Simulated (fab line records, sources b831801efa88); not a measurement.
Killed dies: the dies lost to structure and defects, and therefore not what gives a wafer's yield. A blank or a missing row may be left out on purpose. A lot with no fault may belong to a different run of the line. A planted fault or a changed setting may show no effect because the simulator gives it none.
fab line records	flow sky130
record: lots: 12	wafers: 36	last-day: 49
route steps=708 shown FIELD_ISO@17 VIA2@523 CAPM@540 METAL4@598 PAD_OPEN@708
lots with no fault: from the same line, run without faults
start-h: hours from the record's opening day to when the first of the lot's shown wafers began	wait-h: how many hours have passed since the lot's step before this one	" unchanged from the row above	L1.1+2: a single row standing in for several wafers	- no value, or no start was given	* or withheld: withheld	< > ~ a bound
route shown NAME@n: a module of which the file shows steps, and the number in the route of the first	usual: the fault-free wafers' mean and standard deviation	same: alike in all rows	chamber/n: place in a boat	sites: the reading at each site	_std_site: how widely they spread, as a standard deviation	_edge_site: mean of outer sites minus mean of inner sites	radius-mm: how far each site lies from the wafer's centre	mask NAME#n: copy n	behind: the most recent tool/chamber to have shaped the wafer	hold: why the lot went on hold/how many hours it stayed there/how the hold came to an end	device: whichever transistor did not switch (one of n, p or np)	end of line: the same wafers' tests at the end of the route	a step given without rows: its recipe and nothing more	killed: at the first sort, the dies lost to defects and structure; wafer yield is something else	map: a wafer's dies, x killed, . not, _ none there
set.NAME: setting as actually run; set.NAME@STEP: the setting as run at that earlier step	model.NAME: the simulator's own value behind a step, which no gauge read
the route's steps for a sample of lots (tables are steps, rows are wafers)
services: from which hour (start-h, from the record's first day; less than 0 if before it) a tool's chamber was out of use, for how many hours, and why
== steps ==
step: SKY_FIELD_ISO_STRIP_16
recipe: chemistry: O2/N2	power-w: 1400	pressure-mtorr: 1500	platen-temp-c: withheld	o2-flow-sccm: 3000	n2-flow-sccm: 300	overash-fraction: 0.5
usual: drypump-motor-current-A: 5.3/0.38	n2-flow-sccm: 300.0/0.94	oes-product-au: 0.377/0.0055	strip-time-to-endpoint-s: 3.53/0.031
lot.wafer	tool	chamber	start-h	wait-h	drypump-motor-current-A	n2-flow-sccm	oes-product-au	rf-hours-counter-h	strip-time-to-endpoint-s
L148.3	plasma-asher-04	0	36.42	0.1	5.5	299.6	0.363	-	3.55
L148.4	"	1	"	"	5.3	299.4	0.384	-	3.56
L148.6	"	1	"	"	5.3	299.5	0.384	-	3.57
L149.1	plasma-asher-03	0	36.74	0.0	5.2	298.7	0.385	35	3.57
L149.4	"	0	"	"	5.2	298.7	0.377	-	3.60
L149.5	"	0	"	"	5.2	298.8	0.377	-	3.52
L151.2	plasma-asher-03	0	44.24	0.0	5.2	299.1	0.368	36	3.50
L151.3	"	0	"	"	5.2	299.4	0.373	-	3.53
L151.6	"	0	"	"	5.2	298.8	0.394	-	3.57
L152.3	plasma-asher-01	1	47.60	0.1	4.8	300.3	0.378	-	3.55
L152.4	"	0	"	"	5.8	297.9	0.377	-	3.50
L152.5	"	0	"	"	5.8	299.3	0.381	-	3.56
L153.1	plasma-asher-01	0	54.51	0.0	5.9	299.2	0.378	38	3.56
L153.3	"	1	"	"	4.7	299.8	0.379	-	3.48
L153.5	"	1	"	"	4.7	300.8	0.385	-	3.51
L155.1	plasma-asher-03	0	64.75	0.0	5.2	299.5	0.375	38	3.56
L155.2	"	1	"	"	5.3	299.6	0.377	38	3.55
L155.5	"	1	"	"	5.3	298.4	0.379	-	3.56
L159.1	plasma-asher-03	0	89.29	0.0	5.2	299.3	0.375	40	3.52
L159.2	"	1	"	"	5.2	301.3	0.386	40	3.55
L159.3	"	0	"	"	5.2	298.8	0.382	-	3.54
L161.3	plasma-asher-01	1	100.78	0.1	4.8	302.0	0.376	-	3.50
L161.5	"	1	"	"	4.7	299.6	0.380	-	3.49
L161.6	"	0	"	"	5.8	301.4	0.383	-	3.50
L162.1	plasma-asher-01	0	104.91	0.0	5.8	300.7	0.372	43	3.53
L162.3	"	1	"	"	4.7	299.9	0.381	-	3.50
L162.4	"	0	"	"	5.9	300.4	0.377	-	3.49
L164.1	plasma-asher-03	0	114.71	0.0	5.2	299.5	0.383	43	3.53
L164.2	"	1	"	"	5.2	299.7	0.383	43	3.58
L164.6	"	0	"	"	5.2	299.1	0.372	-	3.54
L165.1	plasma-asher-03	1	120.35	0.0	5.2	300.1	0.378	43	3.55
L165.5	"	1	"	"	5.2	300.6	0.379	-	3.51
L165.6	"	0	"	"	5.2	300.5	0.374	-	3.53
L168.2	plasma-asher-03	1	132.96	0.0	5.3	301.4	0.376	45	3.54
L168.3	"	0	"	"	5.2	299.9	0.380	-	3.55
L168.5	"	1	"	"	5.3	300.6	0.384	-	3.56
step: SKY_VIA2_STRIP_16
recipe: chemistry: O2/N2	power-w: 1400	pressure-mtorr: 1500	platen-temp-c: withheld	o2-flow-sccm: 3000	n2-flow-sccm: 300	overash-fraction: 0.5
usual: drypump-motor-current-A: 5.3/0.36	n2-flow-sccm: 299.8/0.87	oes-product-au: 0.399/0.0047	strip-time-to-endpoint-s: 4.058/0.024
lot.wafer	tool	chamber	start-h	wait-h	drypump-motor-current-A	n2-flow-sccm	oes-product-au	rf-hours-counter-h	strip-time-to-endpoint-s
L149.1	plasma-asher-04	1	861.44	0.0	5.3	300.9	0.406	72	4.115
L149.4	"	1	"	"	5.4	300.1	0.405	-	4.086
L149.5	"	1	"	"	5.3	299.9	0.405	-	4.077
L148.3	plasma-asher-01	0	863.61	0.1	5.8	300.4	0.398	-	4.024
L148.4	"	1	"	"	4.7	298.9	0.399	-	4.041
L148.6	"	1	"	"	4.7	299.2	0.394	-	4.045
L151.2	plasma-asher-03	1	870.26	0.0	5.2	298.9	0.406	44	4.085
L151.3	"	1	"	"	5.2	297.7	0.403	-	4.063
L151.6	"	0	"	"	5.2	300.8	0.402	-	4.078
L152.3	plasma-asher-04	1	874.24	0.1	5.4	301.5	0.395	-	4.039
L152.4	"	0	"	"	5.5	299.0	0.400	-	4.036
L152.5	"	1	"	"	5.4	300.4	0.393	-	4.009
L153.1	plasma-asher-03	1	883.50	0.0	5.3	299.5	0.394	45	4.062
L153.3	"	0	"	"	5.2	301.0	0.403	-	4.034
L153.5	"	1	"	"	5.3	300.3	0.405	-	4.063
L155.1	plasma-asher-01	0	906.81	0.0	5.9	299.8	0.399	17	4.065
L155.2	"	1	"	"	4.7	300.0	0.393	17	4.047
L155.5	"	0	"	"	5.8	299.1	0.399	-	4.033
L159.1	plasma-asher-04	1	936.45	0.0	5.3	299.9	0.395	80	4.072
L159.2	"	0	"	"	5.5	301.1	0.400	80	4.092
L159.3	"	1	"	"	5.3	299.7	0.401	-	4.058
L161.3	plasma-asher-01	1	951.39	0.1	4.7	298.7	0.403	-	4.059
L161.5	"	0	"	"	5.9	299.2	0.393	-	4.055
L161.6	"	1	"	"	4.7	299.4	0.393	-	4.011
L162.1	plasma-asher-01	0	957.11	0.0	5.8	298.3	0.399	22	4.072
L162.3	"	0	"	"	5.8	299.5	0.408	-	4.089
L162.4	"	1	"	"	4.7	299.3	0.404	-	4.060
L164.1	plasma-asher-04	1	969.30	0.0	5.3	299.9	0.392	84	4.058
L164.2	"	0	"	"	5.5	300.6	0.396	84	4.066
L164.6	"	1	"	"	5.3	299.1	0.409	-	4.091
L165.1	plasma-asher-01	1	972.88	0.0	4.7	301.0	0.398	24	4.078
L165.5	"	1	"	"	4.7	300.2	0.397	-	4.074
L165.6	"	0	"	"	5.9	300.1	0.396	-	4.096
L168.2	plasma-asher-03	0	988.51	0.0	5.2	299.3	0.401	55	4.059
L168.3	"	1	"	"	5.2	300.0	0.403	-	4.056
L168.5	"	0	"	"	5.2	299.0	0.394	-	4.021
step: SKY_CAPM_RS_MEAS_03
recipe: thk-meas-gauge: four-point-probe	reads: TiN_of_CAPM_SPUTTER_02
usual: CAPM_TIN_RS: 6.94/0.086
lot.wafer	tool	chamber	start-h	wait-h	CAPM_TIN_RS[ohm/sq]
L149.1	film-metro-01	-	863.05	0.1	7.04
L149.4	"	-	"	"	6.94
L149.5	"	-	"	"	6.97
L148.3	film-metro-01	-	865.23	0.1	6.71
L148.4	"	-	"	"	6.95
L148.6	"	-	"	"	6.76
L151.2	film-metro-02	-	871.89	0.1	6.97
L151.3	"	-	"	"	7.01
L151.6	"	-	"	"	6.99
L152.3	film-metro-01	-	875.92	0.1	6.91
L152.4	"	-	"	"	6.90
L152.5	"	-	"	"	6.89
L153.1	film-metro-02	-	885.11	0.1	7.08
L153.3	"	-	"	"	7.13
L153.5	"	-	"	"	7.10
L155.1	film-metro-01	-	908.82	0.1	7.03
L155.2	"	-	"	"	6.98
L155.5	"	-	"	"	7.03
L159.1	film-metro-04	-	938.07	0.1	6.94
L159.2	"	-	"	"	6.95
L159.3	"	-	"	"	7.01
L161.3	film-metro-02	-	953.05	0.1	6.93
L161.5	"	-	"	"	6.91
L161.6	"	-	"	"	6.91
L162.1	film-metro-04	-	958.72	0.1	6.86
L162.3	"	-	"	"	6.94
L162.4	"	-	"	"	7.08
L164.1	film-metro-01	-	970.91	0.1	6.90
L164.2	"	-	"	"	6.85
L164.6	"	-	"	"	6.86
L165.1	film-metro-04	-	974.63	0.1	6.94
L165.5	"	-	"	"	6.92
L165.6	"	-	"	"	6.97
L168.2	film-metro-02	-	990.17	0.1	7.03
L168.3	"	-	"	"	6.98
L168.5	"	-	"	"	7.09
step: SKY_METAL4_SPUTTER_00
recipe: material: Ti	target-thk-nm: 15	power-w: 3000	time-s: 10	chamber-pressure-pa: 0.4
usual: throttle-valve-pct: 29.6/1.6
lot.wafer	tool	chamber	start-h	wait-h	throttle-valve-pct
L149.1	pvd-sputter-04	-	940.06	0.2	33.4
L149.4	"	-	"	"	31.0
L149.5	"	-	"	"	33.0
L148.3	pvd-sputter-01	-	942.10	0.2	29.6
L148.4	"	-	"	"	28.9
L148.6	"	-	"	"	28.4
L151.2	pvd-sputter-04	-	946.90	0.2	28.8
L151.3	"	-	"	"	31.3
L151.6	"	-	"	"	31.2
L152.3	pvd-sputter-02	-	951.96	0.1	30.3
L152.4	"	-	"	"	29.3
L152.5	"	-	"	"	30.5
L153.1	pvd-sputter-02	-	962.83	0.1	29.5
L153.3	"	-	"	"	30.4
L153.5	"	-	"	"	29.3
L155.1	pvd-sputter-02	-	983.55	0.1	26.8
L155.2	"	-	"	"	31.4
L155.5	"	-	"	"	30.4
L159.1	pvd-sputter-02	-	1010.29	0.2	31.4
L159.2	"	-	"	"	27.0
L159.3	"	-	"	"	29.4
L161.3	pvd-sputter-01	-	1025.09	0.1	28.7
L161.5	"	-	"	"	29.7
L161.6	"	-	"	"	28.5
L162.1	pvd-sputter-04	-	1028.83	0.1	30.5
L162.3	"	-	"	"	29.0
L162.4	"	-	"	"	33.1
L164.1	pvd-sputter-01	-	1048.83	0.2	28.3
L164.2	"	-	"	"	29.0
L164.6	"	-	"	"	29.6
L165.1	pvd-sputter-02	-	1050.21	0.2	29.2
L165.5	"	-	"	"	29.2
L165.6	"	-	"	"	26.8
L168.2	pvd-sputter-02	-	1060.79	0.1	30.6
L168.3	"	-	"	"	31.7
L168.5	"	-	"	"	29.4
step: SKY_PAD_OPEN_PROBE_99
usual: killed_at_M0_to_M3: 43/7.2	killed_at_M4_up: 3.1/1.8	killed-at-contacts: 24/5.4	killed-at-front-end: 15/4.4	killed-at-other: 0.4/0.56	killed-dies: 86/9.3	killed-open: 47/6.9	killed-short: 39/6.6
same: gross-dies: 492	killed-at-back-side: 0
lot.wafer	tool	chamber	start-h	wait-h	killed_at_M0_to_M3	killed_at_M4_up	killed-at-contacts	killed-at-front-end	killed-at-other	killed-dies	killed-open	killed-short
L161.3	prober-02	-	1158.65	0.2	41	3	31	13	1	89	50	38
L161.5	prober-02	-	1158.75	0.2	42	4	25	16	0	87	57	30
L161.6	prober-02	-	1158.80	0.2	36	2	32	57	1	128	51	30
L162.1	prober-01	-	1161.92	0.1	44	3	22	52	0	121	43	40
L162.3	prober-01	-	1162.02	0.2	46	4	22	8	0	80	46	32
L162.4	prober-01	-	1162.07	0.2	51	5	30	56	0	142	58	48
killed by level:class
L161.3 VIA1:geometric-particle:open=13 CONTACT:geometric-particle:open=7 LI_CONTACT:geometric-particle:open=6 LOCAL_INTERCONNECT:geometric-particle:short=6 CONTACT:geometric-particle:short=6 VIA1:geometric-particle:short=5 METAL1:geometric-particle:short=5 METAL2:geometric-particle:short=5
L161.5 CONTACT:geometric-particle:open=12 VIA2:geometric-particle:open=8 VIA1:geometric-particle:open=8 VIA3:geometric-particle:open=7 LI_CONTACT:geometric-particle:open=6 FIELD_ISO:geometric-particle:open=5 FIELD_ISO:geometric-particle:short=4 POLY_GATE:geometric-particle:short=4
L161.6 FIELD_ISO:unspecified=46 CONTACT:geometric-particle:open=14 VIA1:geometric-particle:open=9 VIA2:geometric-particle:open=9 LI_CONTACT:geometric-particle:open=7 LOCAL_INTERCONNECT:geometric-particle:short=5 METAL1:geometric-particle:short=5 FIELD_ISO:geometric-particle:short=3
L162.1 FIELD_ISO:unspecified=37 CONTACT:geometric-particle:open=13 VIA1:geometric-particle:open=10 LOCAL_INTERCONNECT:geometric-particle:short=6 VIA3:geometric-particle:short=6 VIA3:geometric-particle:open=6 METAL2:geometric-particle:short=4 METAL3:geometric-particle:short=4
L162.3 CONTACT:geometric-particle:open=10 VIA3:geometric-particle:open=8 METAL2:geometric-particle:short=7 VIA1:geometric-particle:open=7 VIA2:geometric-particle:open=5 LI_CONTACT:geometric-particle:open=4 CONTACT:geometric-particle:short=4 METAL2:geometric-particle:open=4
L162.4 FIELD_ISO:unspecified=36 VIA1:geometric-particle:open=14 CONTACT:geometric-particle:open=13 METAL2:geometric-particle:short=10 FIELD_ISO:geometric-particle:open=6 POLY_GATE:geometric-particle:short=6 POLY_GATE:geometric-particle:open=6 LI_CONTACT:geometric-particle:open=6
== services ==
tool	chamber	start-h	hours	kind
pvd-sputter-02	-	36.57	4.9	repair
plasma-asher-04	-	75.66	8.8	repair
plasma-asher-04	-	108.75	9.0	pm
plasma-asher-03	-	133.71	0.7	repair
plasma-asher-04	-	183.31	1.2	repair
plasma-asher-04	-	231.86	0.7	repair
plasma-asher-03	-	315.07	7.8	repair
plasma-asher-03	-	343.35	2.8	pm
plasma-asher-03	-	421.25	9.0	pm
plasma-asher-01	-	422.56	2.8	pm
plasma-asher-04	-	429.20	8.1	repair
plasma-asher-01	-	437.41	0.7	repair
plasma-asher-03	-	447.01	2.4	repair
pvd-sputter-02	-	503.36	5.3	repair
pvd-sputter-02	-	512.75	2.1	repair
plasma-asher-01	-	526.68	3.8	repair
plasma-asher-03	-	658.47	0.7	repair
plasma-asher-01	-	733.75	9.0	pm
plasma-asher-03	-	801.77	1.6	repair
pvd-sputter-02	-	880.29	3.3	repair
plasma-asher-01	-	966.57	1.1	repair
plasma-asher-03	-	988.74	5.0	repair
plasma-asher-01	-	1032.49	3.0	repair
plasma-asher-01	-	1047.44	3.0	repair
== key ==
first-sign: step: SKY_PAD_OPEN_PROBE_99	reading: killed-at-front-end	direction: up	sigmas: 9.1	usual: 15	struck: 55
effect: step: SKY_PAD_OPEN_PROBE_99	reading: killed-dies	direction: up	sigmas: 4.8	usual: 86	struck: 130
met-at SKY_FIELD_ISO_STRIP_16
struck-lots L161,L162
struck-wafers L161.6,L162.1,L162.4
tester-left-out L161,L162
not-acting-at SKY_VIA2_STRIP_16,SKY_CAPM_RS_MEAS_03,SKY_METAL4_SPUTTER_00
onset-between 54.51 100.78
fault: kind: chamber-particle-source	tool: plasma-asher-01	chamber: 0	onset-h: 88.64	steps: SKY_FIELD_ISO_STRIP_16	rate-per-visit-cm2: 0.71444	end-h: 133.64
tester-left-out: of these lots the tester's yield and bins aren't shown, on N5 and GAA mostly nor the transistor test; their killed dies are dies lost to structure and defects alone, not to doping, threshold or leakage, so they don't give the yield
